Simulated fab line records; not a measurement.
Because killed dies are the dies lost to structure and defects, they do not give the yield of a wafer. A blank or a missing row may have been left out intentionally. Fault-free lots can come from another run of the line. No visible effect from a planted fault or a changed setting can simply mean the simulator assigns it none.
Which tool is to blame? | flow sky130 | Sampling: 24 lots, 72 wafers, 4 of 708 route steps

WHAT THE GAUGES READ, wafer by wafer
SKY_VT_ADJUST_HVTP_CD_MEAS_07: target cd 380 nm.
lot  | measured     | on        | cd nm (nm)
L074 | day 5 23:04  | cd sem-01 | 379.4 380.9 381.9
L075 | day 6 02:34  | cd sem-02 | 382.8 383.9 382.4
L076 | day 6 11:30  | cd sem-02 | 378.2 377.9 378.4
L077 | day 6 14:04  | cd sem-01 | 380.9 379.1 378.7
L078 | day 6 18:52  | cd sem-01 | 382.0 380.2 378.3
L079 | day 7 06:53  | cd sem-02 | 377.3 377.9 378.5
L080 | day 7 17:19  | cd sem-01 | 384.7 383.9 386.2
L081 | day 7 17:41  | cd sem-02 | 379.5 382.1 384.0
L082 | day 8 03:13  | cd sem-02 | 376.6 376.4 374.8
L083 | day 8 05:34  | cd sem-02 | 380.8 380.3 380.6
L084 | day 8 12:55  | cd sem-02 | 380.5 381.9 381.1
L085 | day 8 19:04  | cd sem-02 | 382.6 383.2 382.3
L086 | day 8 21:37  | cd sem-02 | 384.0 382.6 383.8
L087 | day 9 08:26  | cd sem-02 | 380.6 381.3 381.7
L088 | day 9 18:55  | cd sem-01 | 379.5 377.8 377.7
L089 | day 9 21:55  | cd sem-01 | 376.7 380.3 375.9
L090 | day 9 23:43  | cd sem-01 | 381.3 379.1 379.9
L091 | day 10 09:05 | cd sem-01 | 379.2 379.0 378.7
L092 | day 10 14:50 | cd sem-01 | 381.4 383.9 384.1
L093 | day 12 11:38 | cd sem-01 | 379.8 379.8 380.7
L094 | day 12 12:25 | cd sem-02 | 382.0 381.5 382.9
L097 | day 12 12:41 | cd sem-01 | 381.9 381.3 378.9
L096 | day 12 15:34 | cd sem-02 | 376.5 376.6 377.3
L095 | day 12 15:52 | cd sem-01 | 380.1 383.1 382.9

SKY_POLY_GATE_OVL_MEAS_14.
lot  | measured     | on         | POLY_GATE_OVL (nm)
L074 | day 15 19:38 | overlay-01 | -3 7 4
L075 | day 16 00:31 | overlay-01 | 0 -1 1
L076 | day 16 14:51 | overlay-01 | -2 -1 2
L077 | day 16 22:17 | overlay-02 | -7 0 -10
L078 | day 17 07:05 | overlay-01 | -2 -4 -11
L079 | day 17 21:09 | overlay-01 | -6 -3 -12
L080 | day 18 13:18 | overlay-02 | -7 -5 -4
L081 | day 18 13:57 | overlay-01 | 1 5 9
L082 | day 19 06:32 | overlay-02 | -4 -5 -8
L083 | day 19 06:41 | overlay-01 | 5 0 1
L084 | day 19 21:05 | overlay-02 | -8 0 0
L085 | day 20 11:41 | overlay-02 | -10 -4 -9
L086 | day 20 11:21 | overlay-01 | 0 -1 1
L087 | day 20 21:56 | overlay-01 | -2 -12 -3
L088 | day 21 13:49 | overlay-01 | -4 1 3
L089 | day 21 18:42 | overlay-01 | 11 2 1
L090 | day 21 23:36 | overlay-01 | -2 -2 0
L091 | day 22 08:38 | overlay-01 | -7 -9 -2
L092 | day 22 18:32 | overlay-01 | 3 0 2
L093 | day 24 23:18 | overlay-02 | -13 -13 -7
L094 | day 25 02:47 | overlay-01 | 0 3 2
L097 | day 25 02:30 | overlay-02 | -3 -6 -2
L096 | day 25 07:45 | overlay-02 | -11 -6 -17
L095 | day 25 09:26 | overlay-01 | 2 6 6

SKY_CONTACT_OVL_MEAS_15.
lot  | measured     | on         | CONTACT_OVL (nm)
L074 | day 31 02:18 | overlay-02 | 0 -9 -4
L075 | day 31 05:07 | overlay-01 | 5 -2 6
L076 | day 31 18:26 | overlay-01 | -5 0 -1
L077 | day 32 01:44 | overlay-01 | 1 -4 -2
L078 | day 32 08:38 | overlay-02 | 11 -1 4
L079 | day 33 03:35 | overlay-02 | -2 -5 -2
L080 | day 33 11:24 | overlay-02 | -5 1 6
L081 | day 33 12:57 | overlay-02 | -1 -8 6
L082 | day 34 02:32 | overlay-01 | -1 0 -9
L083 | day 34 04:53 | overlay-01 | -4 -3 0
L084 | day 34 19:56 | overlay-02 | 6 -1 7
L085 | day 35 07:05 | overlay-02 | 1 2 -3
L086 | day 35 03:11 | overlay-01 | 4 -6 -1
L087 | day 35 15:53 | overlay-02 | -7 1 -8
L088 | day 36 02:51 | overlay-02 | -9 -9 -2
L089 | day 36 05:38 | overlay-01 | -5 4 -5
L090 | day 36 12:50 | overlay-01 | 5 -1 5
L091 | day 36 18:42 | overlay-02 | 5 11 9
L092 | day 37 04:05 | overlay-01 | 2 3 0
L093 | day 39 03:23 | overlay-02 | 5 1 -3
L094 | day 39 05:50 | overlay-01 | -1 -4 -5
L097 | day 39 03:54 | overlay-02 | -1 0 -3
L096 | day 39 07:17 | overlay-02 | -13 -2 -8
L095 | day 39 09:35 | overlay-01 | -11 -10 -4

WHAT TOOL EACH LOT RAN ON (gives the tool, then ch and the chambers of the sampled wafers, and finally the start)
lot  | SKY_LI_CONTACT_CMP_02
L074 | cmp-01 ch 0,1,3, day 27 10:04
L075 | cmp-02 ch 1,2,3, day 27 12:16
L076 | cmp-02 ch 0,1,3, day 28 03:26
L077 | cmp-02 ch 0,1,2, day 28 10:25
L078 | cmp-02 ch 1,3, day 28 16:32
L079 | cmp-02 ch 0,1,3, day 29 13:16
L080 | cmp-02 ch 0,2,3, day 29 22:13
L081 | cmp-02 ch 0,2,3, day 30 01:05
L082 | cmp-02 ch 0,2,3, day 30 13:49
L083 | cmp-02 ch 0,1,2, day 30 16:04
L084 | cmp-01 ch 0,1,3, day 31 08:10
L085 | cmp-02 ch 2,3, day 31 19:21
L086 | cmp-01 ch 0,3, day 31 15:05
L087 | cmp-01 ch 1,2,3, day 32 04:02
L088 | cmp-02 ch 0,1,3, day 32 16:40
L089 | cmp-02 ch 0,1, day 32 19:20
L090 | cmp-02 ch 0,2,3, day 33 01:08
L091 | cmp-01 ch 0,1,2, day 33 08:34
L092 | cmp-01 ch 1,2,3, day 33 16:34
L093 | cmp-01 ch 0,1,2, day 35 17:41
L094 | cmp-01 ch 0,1,2, day 35 22:06
L097 | cmp-02 ch 0,1,3, day 35 18:43
L096 | cmp-01 ch 2,3, day 35 22:52
L095 | cmp-01 ch 2,3, day 36 01:34
- SKY_LI_CONTACT_CMP_02: polishes PSG.

AS READ BY THE TOOLS THEMSELVES (means over the sampled wafers that have a number; for cases with no such wafer, the mark the record gives instead)
SKY_LI_CONTACT_CMP_02.
lot  | tool   | motor current A (A) | time to endpoint s (s)
L074 | cmp-01 | 12.9                | 34.5
L075 | cmp-02 | 12.7                | 32.5
L076 | cmp-02 | 11.7                | 31.8
L077 | cmp-02 | 12.3                | 31.8
L078 | cmp-02 | 12.0                | 30.7
L079 | cmp-02 | 11.5                | 33.9
L080 | cmp-02 | 12.8                | 35.0
L081 | cmp-02 | 13.0                | 37.6
L082 | cmp-02 | 12.8                | 31.6
L083 | cmp-02 | 12.4                | 32.0
L084 | cmp-01 | 12.6                | 34.5
L085 | cmp-02 | 14.4                | 30.6
L086 | cmp-01 | 13.2                | 36.2
L087 | cmp-01 | 12.0                | 37.0
L088 | cmp-02 | 11.7                | 33.5
L089 | cmp-02 | 11.0                | 31.2
L090 | cmp-02 | 12.9                | 30.7
L091 | cmp-01 | 12.9                | 33.7
L092 | cmp-01 | 12.2                | 36.1
L093 | cmp-01 | 12.7                | 34.6
L094 | cmp-01 | 13.0                | 33.1
L097 | cmp-02 | 11.7                | 32.8
L096 | cmp-01 | 11.9                | 34.0
L095 | cmp-01 | 11.7                | 34.1

THE ANSWER, worked out from the rows above alone
Rule: the usual values come from the lots themselves. The widest of any qualifying gaps counts: lots, ordered by their means at a reading, are off when they make up no more than a third of the lots, leave a main group of 4 or more, and stand apart from it by 3 or more times the standard deviation of that group's means. Not used: any main group whose means are identical at the precision the tables above print for the reading. Also off: a lot with no number at a reading for which 4 or more lots have one. Where the step has rows for the other lots, those lots are counted as sound. The gauges are gone through in route order, then the tools' own readings, and for those a lot's mean is taken as printed above. At the first step where some lot is off, the reading lying furthest off is the one used; lots without a number count as furthest.
No lot is off at any reading shown: from this, nothing can be told.

WHAT THE SIMULATOR HAD INSERTED
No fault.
